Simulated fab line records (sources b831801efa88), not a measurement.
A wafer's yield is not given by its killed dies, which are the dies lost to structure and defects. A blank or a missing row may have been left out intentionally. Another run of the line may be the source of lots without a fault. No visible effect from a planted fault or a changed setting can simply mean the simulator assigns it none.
Struck lot and sound lot, side by side || flow sky130 || 14 steps out of a route of 708
Sound: these wafers, L438.2, L438.3, L438.5. The struck wafers were L446.3, L446.5, L446.6. The cause comes at the end.
Order at every step that has rows: each side's tool, ch and its chambers, its first start. Under that, the readings that differ: sound wafers || struck wafers || difference of the means || sigmas: that difference in standard deviations of wafers without a fault.
alike: words and numbers the same on both sides, and readings whose means are apart by under 2 such deviations; not compared: readings that were withheld, readings missing a value for some wafer, numbers with overlapping values and no deviation given by the record, and bounds like >300 which may hide the same value.
A row with sigmas, a row that says differs or no value, or rows on one side alone: a step with any of these is where the two part. Numbers that don't overlap but have no deviation are shown without sigmas and don't part them. A reading missing from all wafers of one side parts the sides only when that side holds two or more wafers.

first, 1 step without rows for these wafers: SKY_POLY_GATE_IMPLANT_02.
SKY_RES_PROTECT_STRIP_07: strips in O2/N2.
  sound on plasmaAsher-03 ch 1, day 18 13:27; struck on plasmaAsher-03 ch 0,1, day 21 20:52
  alike: drypumpMotorCurrentA, n2FlowSccm, oesProductAu, stripTimeToEndpointS
  not compared: rfHoursCounterH
SKY_RES_PROTECT_TW_MEAS_08:
  sound: filmMetro-03 at day 18 13:34; struck: filmMetro-04 at day 21 20:58
  alike: POLY_GATE_TW
then, 2 steps without rows for these wafers: SKY_RES_PROTECT_CLEAN_09 (cleans in SC1/SC2, time 150 s); SKY_POLY_GATE_CVD_03 (deposits Si3N4 from DCS/NH3, target thk 75 nm, time 1290 s).
SKY_POLY_GATE_THK_MEAS_04:
  sound: filmMetro-03 at day 18 15:08; struck: filmMetro-04 at day 21 23:32
  alike: POLY_GATE_CVD_03_THK
then, 6 steps without rows for these wafers: SKY_POLY_GATE_DEHYDRATE_05 (time 60 s); SKY_POLY_GATE_HMDS_06 (prime time 60 s); SKY_POLY_GATE_COAT_07 (resist thk 110 nm); SKY_POLY_GATE_COAT_08 (resist thk 450 nm); SKY_POLY_GATE_SOFTBAKE_09 (time 87.27 s); SKY_POLY_GATE_EXPOSE_10 (exposes mask P1M, target cd 150 nm).
SKY_POLY_GATE_PEB_11:
  sound on lithoTrack-03 ch 0, day 19 21:00; struck on lithoTrack-04, day 23 06:00
{"reading": "exhaustPa (Pa)", "sound": "44.4 42.7 45.2", "struck": "- - -", "difference": "no value on the struck wafers", "sigmas": ""}
  not compared: chillPlateTempC
then, 1 step without rows for these wafers: SKY_POLY_GATE_DEVELOP_12 (develop time 60 s).

== WHERE THEY PART ==
At SKY_POLY_GATE_PEB_11 and nowhere else, as far as this record goes.

WHY: what the simulator had put in
Step skipped in full: lithoTrack-04, at SKY_POLY_GATE_PEB_11, from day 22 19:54 onward. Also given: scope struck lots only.
